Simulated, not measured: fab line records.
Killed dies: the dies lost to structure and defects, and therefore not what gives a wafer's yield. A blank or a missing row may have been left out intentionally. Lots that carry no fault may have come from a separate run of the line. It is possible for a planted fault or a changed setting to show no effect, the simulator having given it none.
fab line records ; flow gf180mcu
[record] lots = 14; wafers = 40; last_day = 33
route steps=602 shown V3@445 M4@473 MIM@504 M5@530
lots with no fault: from the same line, run without faults
start_h: start of the lot's first displayed wafer, in hours after the record's first day ; wait_h: hours from the lot's prior step to this one ; " same as the row above ; L1.1+2: a single row standing in for several wafers ; - no value present, or no start provided ; * or withheld: withheld ; < > ~ a bound
route shown NAME@n: a module of which the file shows steps, and the number in the route of the first ; usual: mean/standard deviation taken from wafers without a fault ; same: alike in all rows ; chamber/n: place in a boat ; sites: per-site readings ; _std_site: how widely they spread, as a standard deviation ; _edge_site: the outer-site mean with the inner-site mean subtracted ; radius_mm: for every site, how far away it sits from the centre of the wafer ; mask NAME#n: copy n ; behind: the tool/chamber that last shaped the wafer ; hold: why the lot was held/for how many hours/how that ended ; device: which transistor (n, p or np) failed to switch ; end of line: at the end of the route, the tests of the same wafers ; a step given without rows: its recipe and nothing more ; killed: not the wafer's yield, but the dies lost to structure and defects at the first sort ; map: the dies of a wafer, with x for killed, . for not killed, _ for no die there
set.NAME: the setting that was run; set.NAME@STEP: the one run at that earlier step ; model.NAME: the simulator's own value behind a step, which no gauge read
the route's steps for a sample of lots (tables are steps, rows are wafers)
services: from which hour (start_h, from the record's first day; less than 0 if before it) a tool's chamber was out of use, for how many hours, and why
[[steps]]
[step GF_V3_ETCH_16]
[recipe] chemistry = N2/H2; target_depth_a = withheld; overetch_a = withheld; time_s = withheld; target = BARC; ion_energy_ev = 200; source_w = 500; bias_w = 100; pressure_mtorr = 30; n2_flow_sccm = 100; h2_flow_sccm = 200
[usual] drypump_motor_current_A = 5.52/0.28; h2_flow_sccm = 200.0/0.63; oes_product_au = 0.854/0.0047; throttle_valve_pct = 13.224/0.0089
lot.wafer;tool;chamber;start_h;wait_h;drypump_motor_current_A;h2_flow_sccm;oes_product_au;throttle_valve_pct
L953.1;rie_diel-03;0;510.06;0.0;5.24;201.1;0.848;13.227
L953.3;rie_diel-03;1;510.06;0.0;5.16;201.2;0.863;13.220
L953.6;rie_diel-03;3;510.06;0.0;5.42;198.9;0.857;13.212
L956.3;rie_diel-03;0;530.97;0.0;5.29;201.2;0.849;13.222
L956.4;rie_diel-03;1;530.97;0.0;5.11;199.4;0.853;13.217
L956.6;rie_diel-03;1;530.97;0.0;5.12;199.4;0.847;13.229
L957.2;rie_diel-01;3;540.87;0.0;5.53;200.2;0.857;13.222
L957.5;rie_diel-01;2;540.87;0.0;5.89;199.8;0.856;13.225
L957.6;rie_diel-01;3;540.87;0.0;5.50;201.3;0.851;13.210
L960.2;rie_diel-03;2;567.37;0.0;5.87;199.9;0.857;13.225
L960.3;rie_diel-03;3;567.37;0.0;5.44;199.6;0.850;13.214
L960.4;rie_diel-03;1;567.37;0.0;5.13;199.8;0.856;13.227
L961.3;rie_diel-03;0;576.44;0.0;5.27;199.0;0.859;13.245
L961.4;rie_diel-03;1;576.44;0.0;5.12;199.8;0.849;13.217
L961.6;rie_diel-03;3;576.44;0.0;5.43;199.3;0.853;13.222
L964.3;rie_diel-02;1;596.31;0.0;5.31;200.0;0.852;13.214
L964.4;rie_diel-02;2;596.31;0.0;5.15;199.9;0.851;13.228
L964.5;rie_diel-02;3;596.31;0.0;6.04;199.9;0.851;13.234
L965.1;rie_diel-03;1;602.51;0.0;5.13;199.2;0.853;13.234
L965.3;rie_diel-03;2;602.51;0.0;5.90;201.0;0.857;13.221
L965.4;rie_diel-03;3;602.51;0.0;5.47;199.8;0.858;13.230
L966.2;rie_diel-01;0;618.91;0.0;5.55;200.7;0.857;13.238
L966.4;rie_diel-01;1;618.91;0.0;5.69;199.4;0.856;13.232
L966.6;rie_diel-01;1;618.91;0.0;5.71;200.3;0.845;13.241
L967.2;rie_diel-02;1;620.70;0.0;5.36;199.9;0.852;13.219
L967.3;rie_diel-02;3;620.70;0.0;5.97;200.3;0.843;13.213
L967.4;rie_diel-02;2;620.70;0.0;5.15;200.6;0.850;13.238
L968.1;rie_diel-03;0;637.52;0.0;5.30;199.2;0.855;13.225
L968.2;rie_diel-03;3;637.52;0.0;5.45;199.3;0.856;13.226
L968.6;rie_diel-03;0;637.52;0.0;5.29;199.9;0.859;13.229
L969.2;rie_diel-01;1;638.44;0.0;5.69;199.0;0.858;13.222
L969.3;rie_diel-01;3;638.44;0.0;5.51;200.7;0.853;13.197
L969.5;rie_diel-01;2;638.44;0.0;5.95;199.5;0.849;13.231
L970.1;rie_diel-01;2;645.78;0.0;5.92;199.3;0.857;13.235
L970.2;rie_diel-01;0;645.78;0.0;5.56;200.5;0.852;13.226
L970.6;rie_diel-01;3;645.78;0.0;5.55;200.6;0.859;13.230
L971.1;rie_diel-01;0;657.18;0.0;5.57;201.0;0.858;13.219
L971.3;rie_diel-01;2;657.18;0.0;5.98;200.4;0.860;13.238
L974.3;rie_diel-01;3;670.56;0.0;5.49;199.9;0.849;13.243
L974.6;rie_diel-01;2;670.56;0.0;5.95;199.9;0.855;13.222
[step GF_M4_STRIP_17]
[recipe] chemistry = O2/N2; power_w = 1400; pressure_mtorr = 1500; platen_temp_c = 250; o2_flow_sccm = 3000; n2_flow_sccm = 300; overash_fraction = 0.5
[usual] drypump_motor_current_A = 5.7/0.34; heater_power_w = 327/29; o2_flow_sccm = 3000/9.3; oes_product_au = 0.557/0.0045; strip_time_to_endpoint_s = 7.86/0.044
lot.wafer;tool;chamber;start_h;wait_h;drypump_motor_current_A;heater_power_w;o2_flow_sccm;oes_product_au;rf_hours_counter_h;strip_time_to_endpoint_s
L953.1;plasma_asher-02;1;534.94;0.1;5.2;285;3013;0.550;44;7.81
L953.3;plasma_asher-02;1;534.94;0.1;5.2;277;3003;0.563;-;7.87
L953.6;plasma_asher-02;0;534.94;0.1;6.1;326;3011;0.555;-;7.91
L956.3;plasma_asher-02;1;554.61;0.1;5.2;283;3001;0.552;-;7.83
L956.4;plasma_asher-02;0;554.61;0.1;6.1;328;2984;0.552;-;7.75
L956.6;plasma_asher-02;0;554.61;0.1;6.1;315;2998;0.560;-;7.86
L957.2;plasma_asher-02;1;564.84;0.1;5.2;285;2998;0.551;48;7.89
L957.5;plasma_asher-02;0;564.84;0.1;6.1;330;2993;0.560;-;7.87
L957.6;plasma_asher-02;1;564.84;0.1;5.2;288;3000;0.555;-;7.94
L960.2;plasma_asher-01;0;590.42;0.1;5.9;333;2999;0.561;16;7.85
L960.3;plasma_asher-01;0;590.42;0.1;5.9;337;3002;0.553;-;7.87
L960.4;plasma_asher-01;1;590.42;0.1;5.6;366;3002;0.554;-;7.86
L961.3;plasma_asher-01;1;599.35;0.1;5.6;370;2989;0.556;-;7.84
L961.4;plasma_asher-01;0;599.35;0.1;5.9;328;2996;0.551;-;7.80
L961.6;plasma_asher-01;0;599.35;0.1;5.9;334;3005;0.550;-;7.82
L964.3;plasma_asher-03;0;618.45;0.1;5.8;312;3006;0.565;-;7.79
L964.4;plasma_asher-03;1;618.45;0.1;5.8;357;3005;0.555;-;7.76
L964.5;plasma_asher-03;0;618.45;0.1;5.8;310;2996;0.560;-;7.83
L965.1;plasma_asher-01;0;625.10;0.2;5.9;344;2997;0.555;20;7.82
L965.3;plasma_asher-01;1;625.10;0.2;5.6;365;2998;0.549;-;7.84
L965.4;plasma_asher-01;0;625.10;0.2;5.9;331;2997;0.553;-;7.80
L966.2;plasma_asher-02;0;640.48;0.1;6.2;314;3023;0.552;57;7.82
L966.4;plasma_asher-02;1;640.48;0.1;5.2;280;2991;0.556;-;7.85
L966.6;plasma_asher-02;1;640.48;0.1;5.2;287;2987;0.561;-;7.81
L967.2;plasma_asher-02;1;642.12;0.1;5.2;290;3015;0.558;57;7.90
L967.3;plasma_asher-02;0;642.12;0.1;6.1;322;3015;0.550;-;7.87
L967.4;plasma_asher-02;1;642.12;0.1;5.2;291;3015;0.567;-;7.83
L968.1;plasma_asher-03;1;659.48;0.1;5.8;355;2980;0.567;93;7.92
L968.2;plasma_asher-03;0;659.48;0.1;5.8;311;3020;0.561;93;7.83
L968.6;plasma_asher-03;0;659.48;0.1;5.8;317;3011;0.555;-;7.84
L969.2;plasma_asher-03;1;660.13;0.1;5.8;369;3000;0.559;93;7.88
L969.3;plasma_asher-03;0;660.13;0.1;5.8;326;3001;0.565;-;7.85
L969.5;plasma_asher-03;1;660.13;0.1;5.9;357;3011;0.559;-;7.89
L970.1;plasma_asher-02;1;667.48;0.1;5.2;298;3004;0.563;59;7.91
L970.2;plasma_asher-02;0;667.48;0.1;6.1;322;2991;0.557;59;7.82
L970.6;plasma_asher-02;1;667.48;0.1;5.2;291;2999;0.554;-;7.83
L971.1;plasma_asher-02;0;678.68;0.1;6.1;322;3005;0.556;61;7.91
L971.3;plasma_asher-02;0;678.68;0.1;6.1;315;3000;0.559;-;7.92
L974.3;plasma_asher-03;0;691.26;0.1;5.8;323;2991;0.552;-;7.79
L974.6;plasma_asher-03;1;691.26;0.1;5.8;366;3015;0.557;-;7.83
[step GF_MIM_SPUTTER_01]
[recipe] material = TiN; target_thk_nm = 30; power_w = 6500; time_s = 25; chamber_pressure_pa = 0.4
[usual] throttle_valve_pct = 30.3/0.94
lot.wafer;tool;chamber;start_h;wait_h;throttle_valve_pct
L953.1;pvd_sputter-03;-;560.33;0.1;31.4
L953.3;pvd_sputter-03;-;560.33;0.1;29.8
L953.6;pvd_sputter-03;-;560.33;0.1;31.1
L956.3;pvd_sputter-02;-;578.98;0.1;29.1
L956.4;pvd_sputter-02;-;578.98;0.1;30.1
L956.6;pvd_sputter-02;-;578.98;0.1;30.2
L957.2;pvd_sputter-04;-;588.83;0.1;30.3
L957.5;pvd_sputter-04;-;588.83;0.1;29.9
L957.6;pvd_sputter-04;-;588.83;0.1;31.3
L960.2;pvd_sputter-04;-;613.58;0.1;31.5
L960.3;pvd_sputter-04;-;613.58;0.1;30.6
L960.4;pvd_sputter-04;-;613.58;0.1;30.0
L961.3;pvd_sputter-02;-;622.62;0.1;30.1
L961.4;pvd_sputter-02;-;622.62;0.1;29.1
L961.6;pvd_sputter-02;-;622.62;0.1;29.1
L964.3;pvd_sputter-04;-;641.44;0.1;31.5
L964.4;pvd_sputter-04;-;641.44;0.1;30.5
L964.5;pvd_sputter-04;-;641.44;0.1;29.6
L965.1;pvd_sputter-04;-;647.62;0.1;31.3
L965.3;pvd_sputter-04;-;647.62;0.1;31.0
L965.4;pvd_sputter-04;-;647.62;0.1;29.8
L966.2;pvd_sputter-02;-;663.87;0.1;29.0
L966.4;pvd_sputter-02;-;663.87;0.1;30.0
L966.6;pvd_sputter-02;-;663.87;0.1;29.1
L967.2;pvd_sputter-03;-;666.13;0.1;30.4
L967.3;pvd_sputter-03;-;666.13;0.1;28.0
L967.4;pvd_sputter-03;-;666.13;0.1;31.5
L968.1;pvd_sputter-02;-;681.91;0.1;30.5
L968.2;pvd_sputter-02;-;681.91;0.1;31.3
L968.6;pvd_sputter-02;-;681.91;0.1;31.4
L969.2;pvd_sputter-04;-;682.24;0.1;30.7
L969.3;pvd_sputter-04;-;682.24;0.1;31.4
L969.5;pvd_sputter-04;-;682.24;0.1;31.0
L970.1;pvd_sputter-02;-;689.43;0.1;29.3
L970.2;pvd_sputter-02;-;689.43;0.1;30.3
L970.6;pvd_sputter-02;-;689.43;0.1;30.0
L971.1;pvd_sputter-04;-;700.39;0.1;31.2
L971.3;pvd_sputter-04;-;700.39;0.1;29.8
L974.3;pvd_sputter-04;-;711.99;0.1;30.9
L974.6;pvd_sputter-04;-;711.99;0.1;30.3
[step GF_M5_EXPOSE_04]
[recipe] mask_id = Metal5; target_cd_nm = 280; na = 0.68; source_shape = conventional; sigma_outer = 0.6; dose_mj = 28
[same] sigma_outer = 0.6
lot.wafer;tool;chamber;start_h;wait_h;mask
L953.1+3+6;krf_scanner-01;0;593.28;-;Metal5#0
L956.3+4+6;krf_scanner-01;0;611.02;-;Metal5#0
L957.2+5+6;krf_scanner-01;0;619.98;-;Metal5#0
L960.2+3+4;krf_scanner-01;0;644.40;-;Metal5#0
L961.3+4+6;krf_scanner-02;0;653.47;-;Metal5#0
L964.3+4+5;krf_scanner-02;0;671.87;-;Metal5#0
L965.1+3+4;krf_scanner-01;0;678.88;-;Metal5#0
L966.2+4+6;krf_scanner-01;0;692.30;-;Metal5#0
L967.2+3+4;krf_scanner-02;0;695.29;-;Metal5#0
L968.1+2+6;krf_scanner-01;0;708.97;-;Metal5#0
L969.2+3+5;krf_scanner-01;0;710.25;-;Metal5#0
L970.1+2+6;krf_scanner-01;0;717.11;-;Metal5#0
L971.1+3;krf_scanner-01;0;727.23;-;Metal5#0
L974.3+6;krf_scanner-01;0;738.59;-;Metal5#0
[step GF_M5_CD_MEAS_07]
[recipe] target_cd_nm = 280
[usual] cd_nm = 279.8/0.99
lot.wafer;tool;chamber;start_h;wait_h;hold;cd_nm
L953.1;cd_sem-01;-;602.56;0.1;-;278.4
L953.3;cd_sem-01;-;602.56;0.1;-;279.0
L953.6;cd_sem-01;-;602.56;0.1;-;278.8
L956.3;cd_sem-01;-;620.67;0.1;-;279.3
L956.4;cd_sem-01;-;620.67;0.1;-;279.2
L956.6;cd_sem-01;-;620.67;0.1;-;279.1
L957.2;cd_sem-02;-;629.58;0.1;-;281.2
L957.5;cd_sem-02;-;629.58;0.1;-;281.2
L957.6;cd_sem-02;-;629.58;0.1;-;279.5
L960.2;cd_sem-01;-;654.28;0.1;-;281.5
L960.3;cd_sem-01;-;654.28;0.1;-;280.6
L960.4;cd_sem-01;-;654.28;0.1;-;280.5
L961.3;cd_sem-01;-;663.55;0.1;-;279.9
L961.4;cd_sem-01;-;663.55;0.1;-;280.5
L961.6;cd_sem-01;-;663.55;0.1;-;279.9
L964.3;cd_sem-01;-;681.35;0.1;-;278.3
L964.4;cd_sem-01;-;681.35;0.1;-;278.7
L964.5;cd_sem-01;-;681.35;0.1;-;279.0
L965.1;cd_sem-01;-;687.86;0.1;-;279.1
L965.3;cd_sem-01;-;687.86;0.1;-;279.0
L965.4;cd_sem-01;-;687.86;0.1;-;279.7
L966.2;cd_sem-01;-;701.18;0.1;-;279.3
L966.4;cd_sem-01;-;701.18;0.1;-;279.3
L966.6;cd_sem-01;-;701.18;0.1;-;279.5
L967.2;cd_sem-02;-;704.10;0.1;-;279.7
L967.3;cd_sem-02;-;704.10;0.1;-;280.2
L967.4;cd_sem-02;-;704.10;0.1;-;280.2
L968.1;cd_sem-01;-;717.46;0.1;-;281.4
L968.2;cd_sem-01;-;717.46;0.1;-;280.1
L968.6;cd_sem-01;-;717.46;0.1;-;280.7
L969.2;cd_sem-01;-;719.06;0.1;-;280.2
L969.3;cd_sem-01;-;719.06;0.1;-;280.8
L969.5;cd_sem-01;-;719.06;0.1;-;280.1
L970.1;cd_sem-01;-;725.50;0.1;-;279.4
L970.2;cd_sem-01;-;725.50;0.1;-;281.9
L970.6;cd_sem-01;-;725.50;0.1;-;281.1
L971.1;cd_sem-01;-;735.88;0.1;await_dispo/0.2h/release;195.7
L971.3;cd_sem-01;-;735.88;0.1;await_dispo/0.2h/release;281.8
L971.1;cd_sem-01;-;736.39;0.5;-;195.9
L971.3;cd_sem-01;-;736.39;0.5;-;281.7
L974.3;cd_sem-01;-;746.37;0.1;await_dispo/0.2h/release;279.8
L974.6;cd_sem-01;-;746.37;0.1;await_dispo/0.2h/release;196.7
L974.3;cd_sem-01;-;746.84;0.4;-;280.2
L974.6;cd_sem-01;-;746.84;0.4;-;196.8
[[services]]
tool;chamber;start_h;hours;kind
rie_diel-01;1;493.76;2.5;repair
krf_scanner-02;-;495.18;0.2;repair
plasma_asher-02;-;497.61;15.7;repair
plasma_asher-01;-;500.46;1.3;repair
krf_scanner-02;-;527.31;1.3;pm
plasma_asher-02;-;538.74;2.8;pm
plasma_asher-03;-;551.05;2.1;repair
pvd_sputter-02;-;566.47;5.2;repair
plasma_asher-03;-;588.23;4.9;repair
rie_diel-03;3;605.75;2.6;repair
rie_diel-03;2;609.11;4.6;repair
pvd_sputter-04;-;617.04;4.0;repair
krf_scanner-01;-;625.22;1.3;pm
rie_diel-01;0;633.83;8.7;repair
rie_diel-03;2;637.00;13.7;repair
krf_scanner-01;-;638.28;1.0;pm
rie_diel-01;2;660.66;2.2;repair
plasma_asher-02;-;683.21;26.3;repair
pvd_sputter-04;-;684.66;3.7;repair
pvd_sputter-02;-;691.37;23.9;repair
plasma_asher-03;-;701.16;2.8;pm
rie_diel-01;0;704.19;6.5;repair
rie_diel-01;1;729.05;8.9;repair
plasma_asher-03;-;733.75;9.0;pm
[[key]]
[first_sign] step = GF_M5_CD_MEAS_07; reading = visit; direction = added
[effect] step = GF_M5_CD_MEAS_07; reading = cd_nm; direction = down; sigmas = 84; usual = 279.8; struck = 196.2
met_at GF_M5_EXPOSE_04
struck_lots L971,L974
struck_wafers L971.1,L974.6
later_rows_left_out L971.1,L974.6
sort_left_out L971.1,L974.6
not_acting_at GF_V3_ETCH_16,GF_M4_STRIP_17,GF_MIM_SPUTTER_01
onset_between 717.11 727.23
[fault] kind = process_parameter_drift; tool = krf_scanner-01; chamber = -; onset_h = 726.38; steps = GF_M5_EXPOSE_04; channel = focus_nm; offset = 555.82; shape = step; end_h = 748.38; scope = struck_wafers_only
// sort_left_out: the simulated sort isn't trusted on such a fault, so these wafers' sort isn't shown, and their yield isn't known
// later_rows_left_out: the simulator's readings of these wafers behind a module that went badly wrong aren't trusted and aren't shown, but for the sort
